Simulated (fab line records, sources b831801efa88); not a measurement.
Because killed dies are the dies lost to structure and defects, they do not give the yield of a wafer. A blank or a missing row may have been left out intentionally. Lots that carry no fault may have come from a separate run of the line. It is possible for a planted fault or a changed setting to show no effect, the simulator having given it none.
fab line records | flow sky130 | part 1 of 2: steps 1 to 28 of 37
record lots=5 wafers=15 last-day=49
route steps=708 shown LOCAL_INTERCONNECT@401 CONTACT@406 METAL1@434
lots that met no fault: taken from a fault-free run of the same line
start-h: hours from the record's first day to the start of the lot's first wafer shown | wait-h: hours since the lot's step before | " unchanged from the row above | L1.1+2: one row covering several wafers at once | - no value, or no start was given | * or withheld: withheld | < > ~ a bound
route shown NAME@n: NAME is a module with steps in the file, n the number in the route of the first one | usual: mean/standard deviation taken from wafers without a fault | same: alike in all rows | chamber/n: place in a boat | sites: each site's reading | _std_site: how widely they spread, as a standard deviation | _edge_site: the outer-site mean with the inner-site mean subtracted | radius-mm: for every site, how far away it sits from the centre of the wafer | mask NAME#n: copy n | behind: tool/chamber where the wafer was last shaped | hold: the reason the lot was held/the length of the hold in hours/how it ended | device: the transistor (n, p or np) that didn't switch | end of line: the tests these same wafers got at the end of their route | a step given without rows: its recipe and nothing more | killed: count of dies lost to structure and defects at first sort (not the wafer's yield) | map: a wafer's dies, x killed, . not, _ none there
set.NAME: the setting that was run; set.NAME@STEP: the one run at that earlier step | model.NAME: the simulator's own value behind a step, which no gauge read
lots at some steps of the route; a table a step, a row a wafer
services: the hour from which a tool's chamber was out of use, counted from the record's first day as start-h (under 0 if before that day), plus the number of hours and why
## steps
# step SKY_LOCAL_INTERCONNECT_METAL_ETCH_14
# recipe target-depth-nm=110 stop-on=PSG chemistry=Cl2/BCl3 target=TiN resist-sidewall-deg=88 pressure-mtorr=10 icp-w=900 bias-w=48.5 Cl2_flow_sccm=60 bcl3-flow-sccm=30 time-s=31.4
# usual drypump-motor-current-A=5.6/0.39 mfc-cl2-sccm=59.99/0.18 oes-product-au=0.942/0.0086 throttle-valve-pct=21.899/0.01
# columns lot.wafer tool chamber start-h wait-h drypump-motor-current-A mfc-cl2-sccm oes-product-au rf-hours-counter-h throttle-valve-pct
L079.1 rie-metal-01 1 748.07 0.0 5.9 60.27 0.952 4 21.904
L079.2 " 0 " " 4.9 59.84 0.948 4 21.897
L079.3 " 0 " " 4.9 59.83 0.938 - 21.895
L081.2 rie-metal-01 1 773.19 0.1 5.9 60.06 0.951 5 21.902
L081.4 " 1 " " 5.9 60.10 0.943 - 21.876
L081.5 " 1 " " 5.9 60.06 0.941 - 21.911
L084.2 rie-metal-01 0 783.72 0.0 4.9 59.79 0.942 5 21.898
L084.3 " 1 " " 5.9 59.77 0.939 - 21.897
L084.4 " 0 " " 4.9 59.99 0.960 - 21.890
L087.1 rie-metal-02 1 821.57 0.0 5.5 59.90 0.946 7 21.901
L087.2 " 0 " " 5.6 59.71 0.935 14 21.897
L087.6 " 0 " " 5.6 60.24 0.934 - 21.883
L092.3 rie-metal-03 0 841.09 0.0 6.2 59.86 0.951 - 21.891
L092.4 " 1 " " 5.6 60.08 0.948 - 21.895
L092.5 " 0 " " 6.2 59.80 0.952 - 21.896
# step SKY_LOCAL_INTERCONNECT_STRIP_15
# recipe chemistry=O2/N2 power-w=1400 pressure-mtorr=1500 platen-temp-c=withheld o2-flow-sccm=3000 n2-flow-sccm=300 overash-fraction=0.5
# usual drypump-motor-current-A=5.8/0.3 oes-product-au=0.426/0.0042 strip-time-to-endpoint-s=4.726/0.016
# same overash-fraction=0.5
# columns lot.wafer tool chamber start-h wait-h drypump-motor-current-A oes-product-au rf-hours-counter-h strip-time-to-endpoint-s
L079.1 plasma-asher-04 0 748.12 0.0 5.6 0.418 95 4.718
L079.2 " 1 " " 5.9 0.424 95 4.725
L079.3 " 0 " " 5.6 0.426 - 4.710
L081.2 plasma-asher-04 1 773.26 0.0 5.9 0.417 97 4.729
L081.4 " 1 " " 5.9 0.430 - 4.718
L081.5 " 0 " " 5.6 0.427 - 4.704
L084.2 plasma-asher-03 0 783.78 0.0 5.4 0.429 4 4.740
L084.3 " 0 " " 5.5 0.427 - 4.740
L084.4 " 1 " " 5.5 0.430 - 4.742
L087.1 plasma-asher-04 1 821.63 0.0 5.9 0.430 102 4.761
L087.2 " 0 " " 5.6 0.422 102 4.748
L087.6 " 1 " " 5.9 0.421 - 4.757
L092.3 plasma-asher-04 0 841.16 0.1 5.6 0.425 - 4.755
L092.4 " 1 " " 5.9 0.434 - 4.725
L092.5 " 0 " " 5.6 0.430 - 4.745
# step SKY_LOCAL_INTERCONNECT_STRIP_16
# recipe chemistry=post-etch-residue-remover time-s=1200 temp-c=72.5
# usual bath-guard-temp-C=72.5/0.64
# columns lot.wafer tool chamber start-h wait-h bath-guard-temp-C
L079.1 wet-bench-04 3 748.22 0.1 71.9
L079.2 " 3 " " 71.8
L079.3 " 3 " " 71.7
L081.2 wet-bench-01 0 773.36 0.1 73.1
L081.4 " 0 " " 73.4
L081.5 " 0 " " 73.4
L084.2 wet-bench-04 3 783.88 0.1 72.0
L084.3 " 3 " " 72.0
L084.4 " 3 " " 71.8
L087.1 wet-bench-02 2 821.73 0.1 74.1
L087.2 " 2 " " 73.7
L087.6 " 2 " " 73.9
L092.3 wet-bench-02 1 841.23 0.0 72.4
L092.4 " 1 " " 72.7
L092.5 " 1 " " 72.4
# step SKY_LOCAL_INTERCONNECT_CLEAN_17
# recipe chemistry=IPA time-s=180 temp-c=25
# columns lot.wafer tool chamber start-h wait-h
L079.1+2+3 wet-bench-01 2 748.57 0.0
L081.2+4+5 wet-bench-04 1 773.74 0.0
L084.2+3+4 wet-bench-04 2 784.22 0.0
L087.1+2+6 wet-bench-01 1 822.10 0.0
L092.3+4+5 wet-bench-04 1 841.57 0.0
# step SKY_LOCAL_INTERCONNECT_CLEAN_18
# recipe chemistry=O3/DIW dry=n2-spin
# columns lot.wafer tool chamber start-h wait-h
L079.1+2+3 wet-bench-04 2 748.62 0.0
L081.2+4+5 wet-bench-01 2 773.79 0.0
L084.2+3+4 wet-bench-04 3 784.28 0.0
L087.1+2+6 wet-bench-02 1 822.16 0.0
L092.3+4+5 wet-bench-02 2 841.63 0.0
# step SKY_CONTACT_CVD_00
# recipe material=Si3N4 target-thk-nm=75 temp-c=400 time-s=withheld rf-w=450
# usual heater-power-w=737/130
# columns lot.wafer tool chamber start-h wait-h heater-power-w
L079.1 pecvd-04 2 748.72 0.0 861
L079.2 " 0 " " 608
L079.3 " 1 " " 733
L081.2 pecvd-02 0 773.89 0.0 858
L081.4 " 1 " " 738
L081.5 " 2 " " 580
L084.2 pecvd-04 0 784.37 0.0 618
L084.3 " 2 " " 731
L084.4 " 2 " " 757
L087.1 pecvd-04 1 822.26 0.0 724
L087.2 " 0 " " 529
L087.6 " 2 " " 869
L092.3 pecvd-02 0 841.72 0.0 838
L092.4 " 0 " " 840
L092.5 " 1 " " 686
# step SKY_CONTACT_THK_MEAS_01
# recipe reads=Si3N4_of_CONTACT_CVD_00
# usual CONTACT_CVD_00_THK=75.2/0.97
# columns lot.wafer tool chamber start-h wait-h CONTACT_CVD_00_THK[nm]
L079.1 film-metro-01 - 748.75 - 75.7
L079.2 " - " " 75.2
L079.3 " - " " 76.5
L081.2 film-metro-04 - 773.94 - 75.4
L081.4 " - " " 75.3
L081.5 " - " " 74.9
L084.2 film-metro-02 - 784.41 - 75.1
L084.3 " - " " 74.3
L084.4 " - " " 75.1
L087.1 film-metro-02 - 822.29 - 75.8
L087.2 " - " " 75.1
L087.6 " - " " 75.6
L092.3 film-metro-01 - 841.78 - 73.4
L092.4 " - " " 76.3
L092.5 " - " " 75.3
# step SKY_CONTACT_HDPCVD_02
# recipe material=SiO2 target-thk-nm=565 sigma-open-frac=0.3 time-s=94.2 temp-c=600 sih4-flow-sccm=60 pressure-mtorr=6
# usual sih4-flow-sccm=60.02/0.18
# columns lot.wafer tool chamber start-h wait-h sih4-flow-sccm
L079.1 hdpcvd-01 1 748.81 0.1 60.05
L079.2 " 0 " " 60.33
L079.3 " 2 " " 60.09
L081.2 hdpcvd-01 2 773.99 0.0 60.10
L081.4 " 0 " " 59.90
L081.5 " 2 " " 60.16
L084.2 hdpcvd-01 0 784.46 0.0 60.05
L084.3 " 1 " " 59.94
L084.4 " 1 " " 59.78
L087.1 hdpcvd-02 2 822.35 0.1 60.09
L087.2 " 0 " " 60.13
L087.6 " 1 " " 60.19
L092.3 hdpcvd-01 1 841.82 0.0 60.01
L092.4 " 0 " " 59.91
L092.5 " 2 " " 60.21
# step SKY_CONTACT_THK_MEAS_03
# recipe reads=SiO2_of_CONTACT_HDPCVD_02
# usual CONTACT_HDPCVD_THK=566/5.5
# columns lot.wafer tool chamber start-h wait-h CONTACT_HDPCVD_THK[nm]
L079.1 film-metro-04 - 748.88 0.0 566
L079.2 " - " " 564
L079.3 " - " " 573
L081.2 film-metro-01 - 774.07 0.0 569
L081.4 " - " " 563
L081.5 " - " " 569
L084.2 film-metro-04 - 784.54 0.0 560
L084.3 " - " " 571
L084.4 " - " " 566
L087.1 film-metro-04 - 822.42 0.0 561
L087.2 " - " " 565
L087.6 " - " " 561
L092.3 film-metro-02 - 841.90 0.1 565
L092.4 " - " " 567
L092.5 " - " " 569
# step SKY_CONTACT_CMP_04
# recipe material=SiO2 down-force-psi=4 platen-rpm=60 pad-velocity-m-s=0.94248
# usual motor-current-A=12.1/1.3 time-to-endpoint-s=84/3.9
# columns lot.wafer tool chamber start-h wait-h motor-current-A time-to-endpoint-s
L079.1 cmp-02 3 748.94 0.1 12.9 87
L079.3 " 1 " " 13.2 82
L079.2 " 2 " " 11.6 83
L081.2 cmp-01 3 774.12 0.0 10.0 79
L081.4 " 0 " " 13.6 74
L081.5 " 3 " " 9.5 78
L084.2 cmp-01 1 784.59 0.0 12.2 78
L084.3 " 2 " " 12.5 83
L084.4 " 3 " " 9.9 88
L087.2 cmp-02 2 822.53 0.1 12.2 86
L087.1 " 3 " " 13.3 89
L087.6 " 1 " " 13.5 87
L092.4 cmp-02 1 841.94 0.0 12.9 88
L092.3 " 3 " " 12.6 92
L092.5 " 2 " " 12.3 89
# step SKY_CONTACT_BOW_MEAS_05
# recipe mode=bow
# usual CONTACT_BOW=83/6.9
# columns lot.wafer tool chamber start-h wait-h CONTACT_BOW[um]
L079.1 film-metro-04 - 749.24 0.2 89
L079.2 " - " " 81
L079.3 " - " " 70
L081.2 film-metro-02 - 774.44 0.3 67
L081.4 " - " " 86
L081.5 " - " " 79
L084.2 film-metro-04 - 784.91 0.3 80
L084.3 " - " " 88
L084.4 " - " " 89
L087.1 film-metro-02 - 822.78 0.1 85
L087.2 " - " " 79
L087.6 " - " " 77
L092.3 film-metro-02 - 842.28 0.2 79
L092.4 " - " " 86
L092.5 " - " " 89
# step SKY_CONTACT_DEHYDRATE_06
# recipe temp-c=200 time-s=60
# columns lot.wafer tool chamber start-h wait-h
L079.1+2+3 litho-track-04 0 762.44 13.2
L081.2+4+5 litho-track-04 0 786.37 11.9
L084.2+3+4 litho-track-03 0 797.58 12.6
L087.1+2+6 litho-track-04 0 834.79 12.0
L092.3+4+5 litho-track-04 0 854.99 12.7
# step SKY_CONTACT_HMDS_07
# recipe prime-time-s=60 prime-temp-c=120
# columns lot.wafer tool chamber start-h wait-h
L079.1+2+3 litho-track-04 0 762.59 0.1
L081.2+4+5 litho-track-04 0 786.52 0.1
L084.2+3+4 litho-track-03 0 797.73 0.1
L087.1+2+6 litho-track-04 0 834.94 0.1
L092.3+4+5 litho-track-04 0 855.14 0.1
# step SKY_CONTACT_COAT_08
# recipe resist=BARC temp-c=withheld time-s=withheld spin-rpm=3000 resist-thk-nm=60
# columns lot.wafer tool chamber start-h wait-h
L079.1+2+3 litho-track-04 0 762.74 0.1
L081.2+4+5 litho-track-04 0 786.67 0.1
L084.2+3+4 litho-track-03 0 797.88 0.1
L087.1+2+6 litho-track-04 0 835.09 0.1
L092.3+4+5 litho-track-04 0 855.29 0.1
# step SKY_CONTACT_COAT_09
# recipe resist=KrF-thick spin-rpm=3000 resist-thk-nm=450
# columns lot.wafer tool chamber start-h wait-h
L079.1+2+3 litho-track-04 0 - -
L081.2+4+5 litho-track-04 0 - -
L084.2+3+4 litho-track-03 0 - -
L087.1+2+6 litho-track-04 0 - -
L092.3+4+5 litho-track-04 0 - -
# step SKY_CONTACT_SOFTBAKE_10
# recipe temp-c=100 time-s=90 resist=KrF-thick
# columns lot.wafer tool chamber start-h wait-h
L079.1+2+3 litho-track-04 0 - -
L081.2+4+5 litho-track-04 0 - -
L084.2+3+4 litho-track-03 0 - -
L087.1+2+6 litho-track-04 0 - -
L092.3+4+5 litho-track-04 0 - -
# step SKY_CONTACT_EXPOSE_11
# recipe mask-id=CTM1 na=0.8 source-shape=annular sigma-inner=0.55 sigma-outer=0.85 target-cd-nm=170 dose-mj=38
# usual reticle-temp-C=23.02/0.12
# columns lot.wafer tool chamber start-h wait-h mask reticle-temp-C
L079.1 krf-scanner-01 0 - - CTM1#0 23.05
L079.2 " 0 " " CTM1#0 22.86
L079.3 " 0 " " CTM1#0 22.88
L081.2 krf-scanner-01 0 - - CTM1#0 22.93
L081.4 " 0 " " CTM1#0 22.97
L081.5 " 0 " " CTM1#0 22.93
L084.2 krf-scanner-01 0 - - CTM1#0 22.99
L084.3 " 0 " " CTM1#0 22.97
L084.4 " 0 " " CTM1#0 23.00
L087.1 krf-scanner-01 0 - - CTM1#0 23.00
L087.2 " 0 " " CTM1#0 22.95
L087.6 " 0 " " CTM1#0 23.02
L092.3 krf-scanner-02 0 - - CTM1#0 23.09
L092.4 " 0 " " CTM1#0 23.34
L092.5 " 0 " " CTM1#0 23.15
# step SKY_CONTACT_PEB_12
# recipe peb-temp-c=withheld peb-time-s=withheld resist=KrF-thick
# columns lot.wafer tool chamber start-h wait-h
L079.1+2+3 litho-track-01 0 - -
L081.2+4+5 litho-track-01 0 - -
L084.2+3+4 litho-track-04 0 - -
L087.1+2+6 litho-track-01 0 - -
L092.3+4+5 litho-track-03 0 - -
# step SKY_CONTACT_DEVELOP_13
# recipe develop-time-s=60 resist=KrF-thick dev-temp-c=21
# columns lot.wafer tool chamber start-h wait-h
L079.1+2+3 litho-track-01 0 - -
L081.2+4+5 litho-track-01 0 - -
L084.2+3+4 litho-track-04 0 - -
L087.1+2+6 litho-track-01 0 - -
L092.3+4+5 litho-track-03 0 - -
# step SKY_CONTACT_CD_MEAS_14
# recipe target-cd-nm=170
# usual cd-nm=169.5/1.6
# columns lot.wafer tool chamber start-h wait-h cd-nm
L079.1 cd-sem-01 - 776.28 - 171.5
L079.2 " - " " 170.6
L079.3 " - " " 170.6
L081.2 cd-sem-02 - 800.70 - 170.5
L081.4 " - " " 170.3
L081.5 " - " " 170.7
L084.2 cd-sem-01 - 811.56 - 170.5
L084.3 " - " " 170.4
L084.4 " - " " 170.6
L087.1 cd-sem-02 - 848.73 - 170.8
L087.2 " - " " 169.5
L087.6 " - " " 169.9
L092.3 cd-sem-02 - 868.04 - 168.3
L092.4 " - " " 169.5
L092.5 " - " " 168.1
# step SKY_CONTACT_OVL_MEAS_15
# usual CONTACT_OVL=3/6.5
# columns lot.wafer tool chamber start-h wait-h CONTACT_OVL[nm]
L079.1 overlay-01 - 776.40 0.1 2
L079.2 " - " " 3
L079.3 " - " " 5
L081.2 overlay-02 - 800.81 0.1 -2
L081.4 " - " " 4
L081.5 " - " " 10
L084.2 overlay-02 - 811.67 0.1 1
L084.3 " - " " 1
L084.4 " - " " 5
L087.1 overlay-02 - 848.85 0.1 8
L087.2 " - " " 5
L087.6 " - " " 6
L092.3 overlay-02 - 868.13 0.1 -7
L092.4 " - " " -2
L092.5 " - " " -2
# step SKY_CONTACT_ETCH_16
# recipe chemistry=N2/H2 target=BARC ion-energy-ev=200 source-w=500 bias-w=100 pressure-mtorr=30 n2-flow-sccm=100 h2-flow-sccm=200 stop-on=SiO2 time-s=45.9 target-depth-a=600
# usual drypump-motor-current-A=5.9/0.4 oes-product-au=0.855/0.0052 throttle-valve-pct=13.224/0.0083
# columns lot.wafer tool chamber start-h wait-h drypump-motor-current-A oes-product-au rf-hours-counter-h throttle-valve-pct
L079.1 rie-diel-04 0 776.44 0.0 5.6 0.858 9 13.230
L079.2 " 2 " " 6.4 0.852 10 13.238
L079.3 " 3 " " 5.3 0.846 15 13.218
L081.2 rie-diel-04 1 800.84 0.0 6.1 0.853 15 13.225
L081.4 " 2 " " 6.4 0.846 11 13.237
L081.5 " 1 " " 6.1 0.853 - 13.229
L084.2 rie-diel-04 0 811.70 0.0 5.6 0.851 10 13.216
L084.3 " 2 " " 6.4 0.858 11 13.225
L084.4 " 3 " " 5.3 0.866 16 13.220
L087.1 rie-diel-02 1 848.89 0.0 5.3 0.851 12 13.211
L087.2 " 2 " " 6.2 0.844 9 13.220
L087.6 " 3 " " 5.6 0.847 - 13.227
L092.3 rie-diel-04 0 868.16 0.0 5.6 0.851 12 13.223
L092.4 " 2 " " 6.4 0.858 13 13.231
L092.5 " 1 " " 6.1 0.860 - 13.235
# step SKY_CONTACT_ETCH_17
# recipe target=SiO2 chemistry=C4F8/O2/Ar stop-on=Si3N4 mask-material=KrF-thick source-w=1500 bias-w=1200 pressure-mtorr=40 c4f8-flow-sccm=withheld O2_flow_sccm=6 Ar_flow_sccm=300 time-s=withheld target-depth-a=3400
# usual oes-product-au=0.891/0.0049
# columns lot.wafer tool chamber start-h wait-h oes-product-au
L079.1 rie-diel-04 0 776.48 0.0 0.899
L079.2 " 2 " " 0.880
L079.3 " 3 " " 0.883
L081.2 rie-diel-04 1 800.88 0.0 0.892
L081.4 " 2 " " 0.890
L081.5 " 1 " " 0.884
L084.2 rie-diel-04 0 811.74 0.0 0.895
L084.3 " 2 " " 0.889
L084.4 " 3 " " 0.890
L087.1 rie-diel-02 1 848.93 0.0 0.895
L087.2 " 2 " " 0.895
L087.6 " 3 " " 0.894
L092.3 rie-diel-04 0 868.20 0.0 0.894
L092.4 " 2 " " 0.893
L092.5 " 1 " " 0.894
# step SKY_CONTACT_ETCH_18
# recipe target=Si3N4 chemistry=CHF3/O2 stop-on=TiN source-w=600 bias-w=200 pressure-mtorr=40 chf3-flow-sccm=50 O2_flow_sccm=5 time-s=39 target-depth-a=750
# usual drypump-motor-current-A=5.9/0.4 oes-product-au=0.855/0.0075 throttle-valve-pct=8.794/0.0089
# columns lot.wafer tool chamber start-h wait-h drypump-motor-current-A oes-product-au rf-hours-counter-h throttle-valve-pct
L079.1 rie-diel-04 0 - - 5.6 0.862 9 8.802
L079.2 " 2 " " 6.4 0.857 10 8.803
L079.3 " 3 " " 5.2 0.869 15 8.801
L081.2 rie-diel-04 1 - - 6.2 0.856 15 8.790
L081.4 " 2 " " 6.4 0.858 11 8.805
L081.5 " 1 " " 6.1 0.855 - 8.782
L084.2 rie-diel-04 0 - - 5.6 0.852 10 8.815
L084.3 " 2 " " 6.4 0.849 11 8.791
L084.4 " 3 " " 5.3 0.852 16 8.783
L087.1 rie-diel-02 1 - - 5.3 0.860 12 8.787
L087.2 " 2 " " 6.2 0.855 9 8.799
L087.6 " 3 " " 5.6 0.859 - 8.784
L092.3 rie-diel-04 0 - - 5.6 0.850 12 8.782
L092.4 " 2 " " 6.4 0.863 13 8.799
L092.5 " 1 " " 6.1 0.864 - 8.807
# step SKY_CONTACT_STRIP_19
# recipe chemistry=O2/N2 power-w=1400 pressure-mtorr=1500 platen-temp-c=withheld o2-flow-sccm=3000 n2-flow-sccm=300 overash-fraction=0.5
# usual drypump-motor-current-A=5.7/0.34 oes-product-au=0.381/0.0046 strip-time-to-endpoint-s=3.62/0.03
# same overash-fraction=0.5
# columns lot.wafer tool chamber start-h wait-h drypump-motor-current-A oes-product-au rf-hours-counter-h strip-time-to-endpoint-s
L079.1 plasma-asher-03 0 776.57 - 5.5 0.386 3 3.63
L079.2 " 1 " " 5.4 0.383 3 3.58
L079.3 " 1 " " 5.4 0.381 - 3.56
L081.2 plasma-asher-01 0 800.97 - 5.8 0.381 65 3.56
L081.4 " 1 " " 6.4 0.377 - 3.59
L081.5 " 1 " " 6.4 0.378 - 3.57
L084.2 plasma-asher-02 1 811.83 - 5.4 0.386 36 3.65
L084.3 " 0 " " 5.5 0.371 - 3.59
L084.4 " 1 " " 5.4 0.385 - 3.60
L087.1 plasma-asher-02 0 849.02 - 5.5 0.383 40 3.62
L087.2 " 1 " " 5.4 0.387 40 3.61
L087.6 " 0 " " 5.5 0.380 - 3.60
L092.3 plasma-asher-02 1 868.32 - 5.4 0.381 - 3.60
L092.4 " 0 " " 5.5 0.380 - 3.60
L092.5 " 1 " " 5.4 0.381 - 3.60
# step SKY_CONTACT_STRIP_20
# recipe chemistry=post-etch-residue-remover time-s=1200 temp-c=72.5
# usual bath-guard-temp-C=72.3/0.62
# columns lot.wafer tool chamber start-h wait-h bath-guard-temp-C
L079.1 wet-bench-01 3 776.67 0.1 71.5
L079.2 " 3 " " 71.7
L079.3 " 3 " " 71.6
L081.2 wet-bench-01 3 801.07 0.1 71.8
L081.4 " 3 " " 71.5
L081.5 " 3 " " 71.8
L084.2 wet-bench-04 1 811.93 0.1 71.7
L084.3 " 1 " " 72.0
L084.4 " 1 " " 71.9
L087.1 wet-bench-04 3 849.12 0.1 71.7
L087.2 " 3 " " 71.9
L087.6 " 3 " " 72.2
L092.3 wet-bench-04 1 868.39 0.0 72.0
L092.4 " 1 " " 72.0
L092.5 " 1 " " 72.1
# step SKY_CONTACT_CLEAN_21
# recipe chemistry=IPA time-s=180 temp-c=25
# columns lot.wafer tool chamber start-h wait-h
L079.1+2+3 wet-bench-04 0 777.01 0.0
L081.2+4+5 wet-bench-01 0 801.41 0.0
L084.2+3+4 wet-bench-01 0 812.30 0.0
L087.1+2+6 wet-bench-03 0 849.46 0.0
L092.3+4+5 wet-bench-01 3 868.73 0.0
# step SKY_CONTACT_CLEAN_22
# recipe chemistry=O3/DIW dry=n2-spin
# columns lot.wafer tool chamber start-h wait-h
L079.1+2+3 wet-bench-01 3 777.07 0.0
L081.2+4+5 wet-bench-04 1 801.47 0.0
L084.2+3+4 wet-bench-03 1 812.36 0.0
L087.1+2+6 wet-bench-01 3 849.52 0.0
L092.3+4+5 wet-bench-03 1 868.79 0.0
